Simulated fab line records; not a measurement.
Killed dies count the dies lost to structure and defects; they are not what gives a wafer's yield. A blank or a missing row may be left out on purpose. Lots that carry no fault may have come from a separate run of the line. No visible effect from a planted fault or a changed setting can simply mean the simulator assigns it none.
fab line records | flow sky130
record: lots: 5 | wafers: 15 | lastDay: 50
route steps=708 shown VIA4@645 METAL5@661 PAD_OPEN@708
lots with no fault: from the same line, run without faults
startH: start of the lot's first displayed wafer, in hours after the record's first day | waitH: hours elapsed since this lot's preceding step | " same as the row above | L1.1+2: one row covering several wafers at once | - either no value or no given start | * or withheld: withheld | < > ~ a bound
route shown NAME@n: names a module that has steps shown in the file, with the first one's number in the route | usual: mean/standard deviation of fault-free wafers | same: alike in all rows | chamber/n: place in a boat | sites: each site's reading | _std_site: how widely they spread, as a standard deviation | _edge_site: outer sites' mean less inner sites' | radiusMm: how far each site lies from the wafer's centre | mask NAME#n: copy n | behind: the last tool/chamber to shape the wafer | hold: cause of the lot's hold/its duration in hours/its outcome | device: the n, p or np transistor that did not switch | end of line: tests run on the same wafers once the route is complete | for a step that has no rows: nothing shown but its recipe | killed: at the first sort, the dies lost to defects and structure; wafer yield is something else | map: shows each die of a wafer: x if killed, . if not, _ if none is there
set.NAME: the setting as run; set.NAME@STEP: as run at that earlier step | model.NAME: the simulator's own value behind a step, which no gauge read
certain route steps with their lots: each step a table, each wafer a row
services: from which hour (startH, from the record's first day; less than 0 if before it) a tool's chamber was out of use, for how many hours, and why
== steps ==
step: SKY_VIA4_COAT_06
recipe: resist: NOVOLAK | spinRpm: 3000 | resistThkNm: 1140
step: SKY_VIA4_SOFTBAKE_07
recipe: tempC: 90 | timeS: 60 | resist: NOVOLAK
step: SKY_VIA4_EXPOSE_08
recipe: maskId: VIM4 | na: 0.6 | sourceShape: conventional | sigmaOuter: 0.6 | polarization: unpolarized | targetCdNm: 800 | doseMj: 132
step: SKY_VIA4_PEB_09
recipe: tempC: withheld | timeS: * | resist: NOVOLAK
step: SKY_VIA4_DEVELOP_10
recipe: resist: NOVOLAK | developer: TMAH | developTimeS: 60 | devTempC: 23
step: SKY_VIA4_OVL_MEAS_11
usual: VIA4_OVL: 0.4/1.4
lot.wafer | tool       | chamber | startH  | waitH | VIA4_OVL[nm]
L966.2    | overlay-01 | -       | 1015.39 | 0.1   | 0.4
L966.3    | "          | -       | "       | "     | 1.0
L966.6    | "          | -       | "       | "     | -0.3
L968.2    | overlay-02 | -       | 1025.82 | 0.1   | -1.5
L968.3    | "          | -       | "       | "     | -0.7
L968.6    | "          | -       | "       | "     | -2.0
L976.2    | overlay-02 | -       | 1073.57 | 0.1   | 0.8
L976.3    | "          | -       | "       | "     | 0.9
L976.5    | "          | -       | "       | "     | 1.5
L980.1    | overlay-02 | -       | 1110.22 | 0.1   | 3.1
L980.3    | "          | -       | "       | "     | 1.4
L980.5    | "          | -       | "       | "     | 1.9
L986.1    | overlay-01 | -       | 1134.12 | 0.1   | -2.4
L986.2    | "          | -       | "       | "     | -0.9
L986.3    | "          | -       | "       | "     | -1.0
step: SKY_VIA4_ETCH_12
recipe: target: SiO2 | chemistry: C4F8/O2/Ar | stopOn: TiN | maskMaterial: NOVOLAK | sourceW: 1500 | biasW: 1200 | pressureMtorr: 40 | c4f8FlowSccm: withheld | O2_flow_sccm: 6 | Ar_flow_sccm: 300 | timeS: withheld | targetDepthA: 5800
usual: chamberPressureMTorr: 40.00/0.037 | oesProductAu: 0.926/0.0046
lot.wafer | tool       | chamber | startH  | waitH | chamberPressureMTorr | oesProductAu
L966.2    | rieDiel-02 | 1       | 1015.42 | 0.0   | 39.98                | 0.924
L966.3    | "          | 3       | "       | "     | 40.00                | 0.924
L966.6    | "          | 3       | "       | "     | 39.97                | 0.925
L968.2    | rieDiel-01 | 3       | 1025.85 | 0.0   | 40.00                | 0.925
L968.3    | "          | 1       | "       | "     | 39.96                | 0.922
L968.6    | "          | 0       | "       | "     | 40.06                | 0.934
L976.2    | rieDiel-04 | 0       | 1073.60 | 0.0   | 40.00                | 0.925
L976.3    | "          | 3       | "       | "     | 40.08                | 0.923
L976.5    | "          | 2       | "       | "     | 40.00                | 0.921
L980.1    | rieDiel-01 | 2       | 1110.25 | 0.0   | 39.99                | 0.926
L980.3    | "          | 3       | "       | "     | 40.04                | 0.931
L980.5    | "          | 0       | "       | "     | 39.98                | 0.922
L986.1    | rieDiel-02 | 2       | 1134.15 | 0.0   | 40.09                | 0.925
L986.2    | "          | 3       | "       | "     | 39.96                | 0.929
L986.3    | "          | 1       | "       | "     | 40.06                | 0.921
step: SKY_VIA4_STRIP_13
recipe: chemistry: O2/N2 | powerW: 1400 | pressureMtorr: 1500 | platenTempC: withheld | o2FlowSccm: 3000 | n2FlowSccm: 300 | overashFraction: 0.5
usual: chamberPressureMTorr: 1500.0/1.4 | drypumpMotorCurrentA: 6.0/0.46 | oesProductAu: 0.710/0.0047 | stripTimeToEndpointS: 12.80/0.037
lot.wafer | tool           | chamber | startH  | waitH | chamberPressureMTorr | drypumpMotorCurrentA | oesProductAu | rfHoursCounterH | stripTimeToEndpointS
L966.2    | plasmaAsher-02 | 1       | 1015.49 | -     | 1499.5               | 5.5                  | 0.709        | 59              | 12.88
L966.3    | "              | 0       | "       | "     | 1497.9               | 6.8                  | 0.707        | -               | 12.79
L966.6    | "              | 0       | "       | "     | 1498.9               | 6.8                  | 0.716        | -               | 12.80
L968.2    | plasmaAsher-04 | 1       | 1025.93 | -     | 1498.3               | 5.8                  | 0.705        | 120             | 12.78
L968.3    | "              | 1       | "       | "     | 1498.5               | 5.8                  | 0.709        | -               | 12.87
L968.6    | "              | 1       | "       | "     | 1499.0               | 5.8                  | 0.714        | -               | 12.82
L976.2    | plasmaAsher-03 | 1       | 1073.68 | -     | 1499.4               | 5.6                  | 0.715        | 31              | 12.84
L976.3    | "              | 0       | "       | "     | 1498.3               | 5.8                  | 0.704        | -               | 12.83
L976.5    | "              | 1       | "       | "     | 1501.2               | 5.5                  | 0.707        | -               | 12.79
L980.1    | plasmaAsher-04 | 1       | 1110.33 | -     | 1499.4               | 5.8                  | 0.710        | 4               | 12.85
L980.3    | "              | 1       | "       | "     | 1500.1               | 5.8                  | 0.708        | -               | 12.81
L980.5    | "              | 0       | "       | "     | 1497.4               | 6.5                  | 0.719        | -               | 12.78
L986.1    | plasmaAsher-02 | 1       | 1134.22 | -     | 1499.5               | 5.5                  | 0.705        | 72              | 12.80
L986.2    | "              | 0       | "       | "     | 1498.5               | 6.8                  | 0.699        | 72              | 12.87
L986.3    | "              | 0       | "       | "     | 1501.7               | 6.8                  | 0.708        | -               | 12.88
step: SKY_VIA4_STRIP_14
recipe: chemistry: postEtchResidueRemover | timeS: 1200 | tempC: 72.5
step: SKY_VIA4_CLEAN_15
recipe: chemistry: IPA | timeS: 180 | tempC: 25
step: SKY_VIA4_CLEAN_16
recipe: chemistry: O3/DIW | dry: n2Spin
step: SKY_VIA4_SPUTTER_17
recipe: material: TiN | targetThkNm: 20 | chamberPressurePa: 5 | powerW: 4000 | timeS: 80
usual: throttleValvePct: 29.9/1.1
lot.wafer | tool          | chamber | startH  | waitH | throttleValvePct
L966.2    | pvdSputter-01 | -       | 1016.08 | 0.0   | 29.5
L966.3    | "             | -       | "       | "     | 31.4
L966.6    | "             | -       | "       | "     | 30.9
L968.2    | pvdSputter-01 | -       | 1026.53 | 0.0   | 29.6
L968.3    | "             | -       | "       | "     | 31.7
L968.6    | "             | -       | "       | "     | 28.1
L976.2    | pvdSputter-02 | -       | 1074.31 | 0.0   | 30.9
L976.3    | "             | -       | "       | "     | 28.6
L976.5    | "             | -       | "       | "     | 28.6
L980.1    | pvdSputter-02 | -       | 1110.92 | 0.0   | 28.5
L980.3    | "             | -       | "       | "     | 30.6
L980.5    | "             | -       | "       | "     | 28.5
L986.1    | pvdSputter-02 | -       | 1135.24 | 0.0   | 30.8
L986.2    | "             | -       | "       | "     | 30.9
L986.3    | "             | -       | "       | "     | 29.3
step: SKY_VIA4_CVD_18
recipe: material: W | targetThkNm: 505 | timeS: 152.14 | tempC: 402.8 | pressureTorr: 40
usual: heaterPowerW: 820/120
lot.wafer | tool    | chamber | startH  | waitH | heaterPowerW | model.W_of_VIA4_CVD_18.thkNm
L966.2    | cvdW-01 | 0       | 1016.14 | 0.0   | 727          | 540.5
L966.3    | "       | 0       | "       | "     | 708          | 542.6
L966.6    | "       | 1       | "       | "     | 1006         | 528.9
L968.2    | cvdW-01 | 1       | 1026.59 | 0.0   | 987          | 531.8
L968.3    | "       | 0       | "       | "     | 714          | 537.5
L968.6    | "       | 0       | "       | "     | 727          | 546.4
L976.2    | cvdW-02 | 1       | 1074.37 | 0.0   | 751          | 254.4
L976.3    | "       | 1       | "       | "     | 771          | 513.7
L976.5    | "       | 0       | "       | "     | 755          | 532.6
L980.1    | cvdW-01 | 1       | 1110.99 | 0.0   | 1003         | 534.8
L980.3    | "       | 1       | "       | "     | 969          | 536
L980.5    | "       | 1       | "       | "     | 983          | 535
L986.1    | cvdW-01 | 0       | 1135.30 | 0.0   | 717          | 535.9
L986.2    | "       | 1       | "       | "     | 1015         | 525.7
L986.3    | "       | 0       | "       | "     | 707          | 535.9
step: SKY_VIA4_RS_MEAS_19
recipe: thkMeasGauge: four-point-probe | reads: W_of_VIA4_CVD_18+TiN_of_VIA4_SPUTTER_17
usual: VIA4_W_RS: 0.2143/0.0029
lot.wafer | tool         | chamber | startH  | waitH | VIA4_W_RS[ohm/sq]
L966.2    | filmMetro-01 | -       | 1016.32 | 0.1   | 0.2121
L966.3    | "            | -       | "       | "     | 0.2112
L966.6    | "            | -       | "       | "     | 0.2169
L968.2    | filmMetro-04 | -       | 1026.76 | 0.1   | 0.2142
L968.3    | "            | -       | "       | "     | 0.2122
L968.6    | "            | -       | "       | "     | 0.2087
L976.2    | filmMetro-04 | -       | 1074.55 | 0.1   | 0.4528
L976.3    | "            | -       | "       | "     | 0.2221
L976.5    | "            | -       | "       | "     | 0.2144
L980.1    | filmMetro-04 | -       | 1111.14 | 0.1   | 0.2134
L980.3    | "            | -       | "       | "     | 0.2131
L980.5    | "            | -       | "       | "     | 0.2131
L986.1    | filmMetro-02 | -       | 1135.46 | 0.1   | 0.2136
L986.2    | "            | -       | "       | "     | 0.2175
L986.3    | "            | -       | "       | "     | 0.2133
step: SKY_VIA4_THK_MEAS_20
recipe: thkMeasGauge: xrf | reads: W_of_VIA4_CVD_18
usual: VIA4_W_THK: 521/7.8
lot.wafer | tool         | chamber | startH  | waitH | VIA4_W_THK[nm]
L966.2    | filmMetro-01 | -       | 1016.43 | 0.1   | 529
L966.3    | "            | -       | "       | "     | 528
L966.6    | "            | -       | "       | "     | 518
L968.2    | filmMetro-04 | -       | 1026.87 | 0.1   | 518
L968.3    | "            | -       | "       | "     | 525
L968.6    | "            | -       | "       | "     | 531
L976.2    | filmMetro-04 | -       | 1074.66 | 0.1   | 249
L976.3    | "            | -       | "       | "     | 495
L976.5    | "            | -       | "       | "     | 515
L980.1    | filmMetro-04 | -       | 1111.26 | 0.1   | 522
L980.3    | "            | -       | "       | "     | 521
L980.5    | "            | -       | "       | "     | 525
L986.1    | filmMetro-02 | -       | 1135.58 | 0.1   | 523
L986.2    | "            | -       | "       | "     | 511
L986.3    | "            | -       | "       | "     | 525
step: SKY_VIA4_CMP_21
recipe: stopOn: SiO2 | tOverpolishS: 25 | downForcePsi: 3.5 | platenRpm: 60 | targetThkNm: 0 | padVelocityMS: 0.94248
usual: motorCurrentA: 11.4/1.2 | slurryFilterDpKPa: 13.50/0.14 | timeToEndpointS: 131/5.3
lot.wafer | tool   | chamber | startH  | waitH | motorCurrentA | slurryFilterDpKPa | timeToEndpointS
L966.3    | cmp-01 | 0       | 1016.53 | 0.1   | 11.8          | 13.66             | 134
L966.2    | "      | 1       | "       | "     | 10.7          | 13.55             | 123
L966.6    | "      | 0       | "       | "     | 12.0          | 13.68             | 137
L968.2    | cmp-01 | 3       | 1027.06 | 0.2   | 14.3          | 13.56             | 135
L968.3    | "      | 0       | "       | "     | 11.4          | 13.46             | 136
L968.6    | "      | 2       | "       | "     | 10.7          | 13.38             | 144
L976.2    | cmp-01 | 2       | 1074.86 | 0.2   | 11.3          | 13.46             | 67
L976.3    | "      | 3       | "       | "     | 13.6          | 13.28             | 126
L976.5    | "      | 1       | "       | "     | 10.9          | 13.33             | 125
L980.3    | cmp-01 | 3       | 1111.42 | 0.1   | 14.0          | 13.49             | 132
L980.1    | "      | 0       | "       | "     | 11.4          | 13.40             | 130
L980.5    | "      | 2       | "       | "     | 10.4          | 13.56             | 136
L986.3    | cmp-02 | 2       | 1135.64 | 0.0   | 11.4          | 13.49             | 129
L986.1    | "      | 0       | "       | "     | 9.5           | 13.45             | 138
L986.2    | "      | 1       | "       | "     | 11.2          | 13.34             | 133
step: SKY_METAL5_SPUTTER_00
recipe: material: Ti | targetThkNm: 15 | powerW: 3000 | timeS: 10 | chamberPressurePa: 0.4
usual: throttleValvePct: 30.2/1.1
lot.wafer | tool          | chamber | startH  | waitH | throttleValvePct
L966.2    | pvdSputter-03 | -       | 1016.78 | 0.1   | 29.9
L966.3    | "             | -       | "       | "     | 29.8
L966.6    | "             | -       | "       | "     | 30.2
L968.2    | pvdSputter-02 | -       | 1027.26 | 0.1   | 29.3
L968.3    | "             | -       | "       | "     | 30.5
L968.6    | "             | -       | "       | "     | 30.9
L976.2    | pvdSputter-04 | -       | 1075.11 | 0.2   | 31.1
L976.3    | "             | -       | "       | "     | 30.9
L976.5    | "             | -       | "       | "     | 30.7
L980.1    | pvdSputter-03 | -       | 1111.62 | 0.1   | 32.7
L980.3    | "             | -       | "       | "     | 30.2
L980.5    | "             | -       | "       | "     | 30.0
L986.1    | pvdSputter-02 | -       | 1135.94 | 0.1   | 30.7
L986.2    | "             | -       | "       | "     | 29.2
L986.3    | "             | -       | "       | "     | 28.5
step: SKY_PAD_OPEN_PROBE_99
usual: defectLimitedYield: 82.3/1.7 | killed_at_M0_to_M3: 43/6.8 | killed_at_M4_up: 3.3/1.8 | killedAtContacts: 25/5.9 | killedAtFrontEnd: 16/4.2 | killedAtOther: 0.3/0.69 | killedDies: 87/8.6 | killedOpen: 48/6.3 | killedShort: 39/5.3 | sort_bin_3_pad_short: 0.9/0.38 | sort_bin_5_function: 10.5/1.4 | sort_bin_6_memory: 6.4/1.1 | sortNPass: 405/8.6 | sortYieldPct: 82.3/1.7
same: grossDies: 492 | killedAtBackSide: 0 | sort_bin_4_leakage[%]: 0 | sort_bin_8_speed[%]: 0
lot.wafer | tool      | chamber | startH  | waitH | defectLimitedYield[%] | killed_at_M0_to_M3 | killed_at_M4_up | killedAtContacts | killedAtFrontEnd | killedAtOther | killedDies | killedOpen | killedShort | sort_bin_3_pad_short[%] | sort_bin_5_function[%] | sort_bin_6_memory[%] | sortNPass | sortYieldPct[%]
L966.2    | prober-01 | -       | 1085.73 | 0.1   | 82.9                  | 48                 | 5               | 19               | 11               | 1             | 84         | 47         | 36          | 0.8                     | 10.8                   | 5.5                  | 408       | 82.9
L966.3    | prober-01 | -       | 1085.78 | 0.2   | 83.7                  | 44                 | 5               | 16               | 15               | 0             | 80         | 44         | 36          | 1.0                     | 8.9                    | 6.3                  | 412       | 83.7
L966.6    | prober-01 | -       | 1085.93 | 0.2   | 83.3                  | 40                 | 2               | 22               | 18               | 0             | 82         | 44         | 36          | 0.8                     | 8.7                    | 7.1                  | 410       | 83.3
L968.2    | prober-01 | -       | 1095.49 | 0.1   | 82.1                  | 52                 | 1               | 19               | 16               | 0             | 88         | 52         | 36          | 1.0                     | 11.8                   | 5.1                  | 404       | 82.1
L968.3    | prober-01 | -       | 1095.54 | 0.2   | 80.7                  | 49                 | 4               | 30               | 12               | 0             | 95         | 53         | 42          | 0.6                     | 11.2                   | 7.5                  | 397       | 80.7
L968.6    | prober-01 | -       | 1095.69 | 0.2   | 83.5                  | 41                 | 0               | 26               | 14               | 0             | 81         | 47         | 34          | 1.2                     | 9.3                    | 5.9                  | 411       | 83.5
L976.2    | prober-02 | -       | 1138.81 | 0.1   | 81.9                  | 46                 | 4               | 24               | 15               | 0             | 89         | 49         | 39          | 0.2                     | 11.4                   | 6.5                  | 403       | 81.9
L976.3    | prober-02 | -       | 1138.86 | 0.2   | 82.7                  | 34                 | 4               | 27               | 20               | 0             | 85         | 46         | 39          | 0.4                     | 9.6                    | 7.3                  | 407       | 82.7
L976.5    | prober-02 | -       | 1138.96 | 0.2   | 77.8                  | 60                 | 1               | 30               | 18               | 0             | 109        | 63         | 45          | 1.8                     | 11.8                   | 8.5                  | 383       | 77.8
L980.1    | prober-01 | -       | 1170.54 | 0.1   | 82.3                  | 44                 | 2               | 26               | 15               | 0             | 87         | 43         | 44          | 0.8                     | 10.8                   | 6.1                  | 405       | 82.3
L980.3    | prober-01 | -       | 1170.64 | 0.2   | 82.3                  | 37                 | 4               | 34               | 12               | 0             | 87         | 45         | 42          | 0.4                     | 10.6                   | 6.7                  | 405       | 82.3
L980.5    | prober-01 | -       | 1170.74 | 0.2   | 82.1                  | 38                 | 4               | 33               | 12               | 1             | 88         | 39         | 49          | 1.0                     | 10.2                   | 6.7                  | 404       | 82.1
L986.1    | prober-01 | -       | 1191.94 | 0.1   | 81.5                  | 52                 | 2               | 26               | 11               | 0             | 91         | 53         | 38          | 1.4                     | 8.3                    | 8.7                  | 401       | 81.5
L986.2    | prober-01 | -       | 1191.99 | 0.1   | 82.9                  | 48                 | 4               | 12               | 20               | 0             | 84         | 42         | 42          | 0.4                     | 11.0                   | 5.7                  | 408       | 82.9
L986.3    | prober-01 | -       | 1192.04 | 0.2   | 80.9                  | 51                 | 4               | 20               | 19               | 0             | 94         | 52         | 42          | 0.8                     | 12.8                   | 5.5                  | 398       | 80.9
killed by level:class
L966.2 VIA1:geometricParticle:open=16 CONTACT:geometricParticle:open=6 METAL2:geometricParticle:short=6 LI_CONTACT:geometricParticle:open=5 CONTACT:geometricParticle:short=5 VIA2:geometricParticle:open=5 METAL3:geometricParticle:short=5 VIA3:geometricParticle:open=5
L966.3 VIA1:geometricParticle:open=10 CONTACT:geometricParticle:open=6 FIELD_ISO:geometricParticle:short=5 LI_CONTACT:geometricParticle:open=5 METAL1:geometricParticle:short=5 VIA2:geometricParticle:open=5 VIA3:geometricParticle:open=5 VIA3:geometricParticle:short=4
L966.6 VIA3:geometricParticle:open=8 VIA1:geometricParticle:open=8 CONTACT:geometricParticle:open=6 METAL1:geometricParticle:short=6 VIA2:geometricParticle:open=6 CONTACT:geometricParticle:short=5 POLY_GATE:geometricParticle:short=4 POLY_GATE:geometricParticle:open=4
L968.2 VIA1:geometricParticle:open=12 METAL1:geometricParticle:short=10 VIA3:geometricParticle:open=9 VIA2:geometricParticle:open=8 LOCAL_INTERCONNECT:geometricParticle:short=6 METAL2:geometricParticle:short=6 LI_CONTACT:geometricParticle:open=5 POLY_GATE:geometricParticle:open=5
L968.3 LI_CONTACT:geometricParticle:open=11 VIA2:geometricParticle:open=9 VIA3:geometricParticle:open=9 LOCAL_INTERCONNECT:geometricParticle:short=8 METAL1:geometricParticle:short=8 VIA1:geometricParticle:open=7 CONTACT:geometricParticle:open=7 POLY_GATE:geometricParticle:short=6
L968.6 CONTACT:geometricParticle:open=10 VIA1:geometricParticle:open=7 LI_CONTACT:geometricParticle:open=7 VIA3:geometricParticle:open=7 METAL2:geometricParticle:short=6 LOCAL_INTERCONNECT:geometricParticle:short=5 POLY_GATE:geometricParticle:open=4 METAL1:geometricParticle:short=4
L976.2 CONTACT:geometricParticle:open=10 VIA1:geometricParticle:short=8 VIA2:geometricParticle:open=8 LI_CONTACT:geometricParticle:open=7 FIELD_ISO:geometricParticle:open=6 VIA1:geometricParticle:open=6 VIA3:geometricParticle:open=5 METAL1:geometricParticle:short=5
L976.3 VIA3:geometricParticle:open=8 LI_CONTACT:geometricParticle:open=7 CONTACT:geometricParticle:open=7 VIA1:geometricParticle:open=7 FIELD_ISO:geometricParticle:open=5 POLY_GATE:geometricParticle:open=5 FIELD_ISO:geometricParticle:short=4 POLY_GATE:geometricParticle:short=4
L976.5 VIA1:geometricParticle:open=15 CONTACT:geometricParticle:open=10 VIA3:geometricParticle:open=9 VIA1:geometricParticle:short=9 POLY_GATE:geometricParticle:open=8 LI_CONTACT:geometricParticle:open=8 VIA2:geometricParticle:open=8 CONTACT:geometricParticle:short=7
L980.1 VIA1:geometricParticle:open=11 CONTACT:geometricParticle:open=8 LI_CONTACT:geometricParticle:open=6 VIA2:geometricParticle:open=6 LOCAL_INTERCONNECT:geometricParticle:short=5 VIA1:geometricParticle:short=5 POLY_GATE:geometricParticle:short=4 METAL1:geometricParticle:short=4
L980.3 LI_CONTACT:geometricParticle:open=9 VIA1:geometricParticle:open=9 LOCAL_INTERCONNECT:geometricParticle:short=8 CONTACT:geometricParticle:open=8 VIA3:geometricParticle:open=6 VIA1:geometricParticle:short=5 METAL3:geometricParticle:short=5 POLY_GATE:geometricParticle:open=4
L980.5 CONTACT:geometricParticle:open=10 VIA1:geometricParticle:open=10 LOCAL_INTERCONNECT:geometricParticle:short=9 LI_CONTACT:geometricParticle:open=7 METAL2:geometricParticle:short=7 METAL1:geometricParticle:short=6 CONTACT:geometricParticle:short=5 VIA1:geometricParticle:short=4
L986.1 VIA2:geometricParticle:open=15 CONTACT:geometricParticle:open=8 LI_CONTACT:geometricParticle:open=7 METAL1:geometricParticle:short=7 VIA1:geometricParticle:open=6 VIA1:geometricParticle:short=6 FIELD_ISO:geometricParticle:open=5 METAL2:geometricParticle:short=5
L986.2 VIA1:geometricParticle:open=13 POLY_GATE:geometricParticle:short=6 VIA1:geometricParticle:short=6 VIA3:geometricParticle:open=6 METAL1:geometricParticle:short=5 POLY_GATE:geometricParticle:open=5 CONTACT:geometricParticle:open=5 METAL2:geometricParticle:short=5
L986.3 VIA1:geometricParticle:open=16 FIELD_ISO:geometricParticle:open=10 CONTACT:geometricParticle:open=8 VIA1:geometricParticle:short=7 METAL3:geometricParticle:short=6 VIA3:geometricParticle:open=6 FIELD_ISO:geometricParticle:short=5 VIA2:geometricParticle:short=5
== services ==
tool           | chamber | startH  | hours | kind
cmp-02         | -       | 1007.79 | 2.1   | repair
cmp-01         | -       | 1010.00 | 6.4   | pm
rieDiel-01     | 3       | 1016.94 | 6.3   | repair
cmp-01         | -       | 1018.34 | 0.8   | repair
rieDiel-02     | 0       | 1040.71 | 1.9   | repair
plasmaAsher-04 | -       | 1055.25 | 9.0   | pm
rieDiel-04     | 3       | 1060.16 | 6.8   | repair
rieDiel-04     | -       | 1065.25 | 0.2   | repair
cmp-01         | -       | 1077.64 | 12.6  | pm
rieDiel-02     | 3       | 1080.24 | 2.9   | repair
cmp-01         | -       | 1090.22 | 4.0   | pm
plasmaAsher-04 | -       | 1090.22 | 5.1   | repair
rieDiel-02     | 2       | 1094.70 | 5.1   | repair
cmp-01         | -       | 1096.64 | 0.3   | repair
rieDiel-02     | 1       | 1097.07 | 5.6   | repair
pvdSputter-03  | -       | 1101.59 | 2.5   | repair
cmp-02         | -       | 1105.40 | 0.4   | repair
rieDiel-02     | 2       | 1110.10 | 3.2   | repair
rieDiel-02     | 0       | 1110.33 | 6.1   | repair
rieDiel-01     | 1       | 1110.40 | 4.3   | repair
rieDiel-04     | -       | 1118.65 | 14.6  | pm
plasmaAsher-04 | -       | 1119.76 | 2.4   | repair
plasmaAsher-04 | -       | 1129.40 | 1.8   | repair
rieDiel-01     | 3       | 1135.44 | 1.7   | repair
== key ==
firstSign: step: SKY_VIA4_RS_MEAS_19 | reading: VIA4_W_RS | direction: up | sigmas: 81 | usual: 0.2143 | struck: 0.4528
effect: step: SKY_VIA4_THK_MEAS_20 | reading: VIA4_W_THK | direction: down | sigmas: 35 | usual: 521 | struck: 249
effect: step: SKY_VIA4_CMP_21 | reading: timeToEndpointS | direction: down | sigmas: 12 | usual: * | struck: *
modelEffect: step: SKY_VIA4_CVD_18 | value: W_of_VIA4_CVD_18.thkNm | without: 513 | struck: 254.4
metAt SKY_VIA4_CVD_18
struckWafers L976.2
fault: kind: processParameterDrift | tool: cvdW-02 | chamber: - | onsetH: 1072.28 | steps: SKY_VIA4_CVD_18 | channel: targetThkNm | offset: -247 | shape: step | endH: 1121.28 | scope: struckWafersOnly | actsIn: theseRecipesOnly | stated: 505
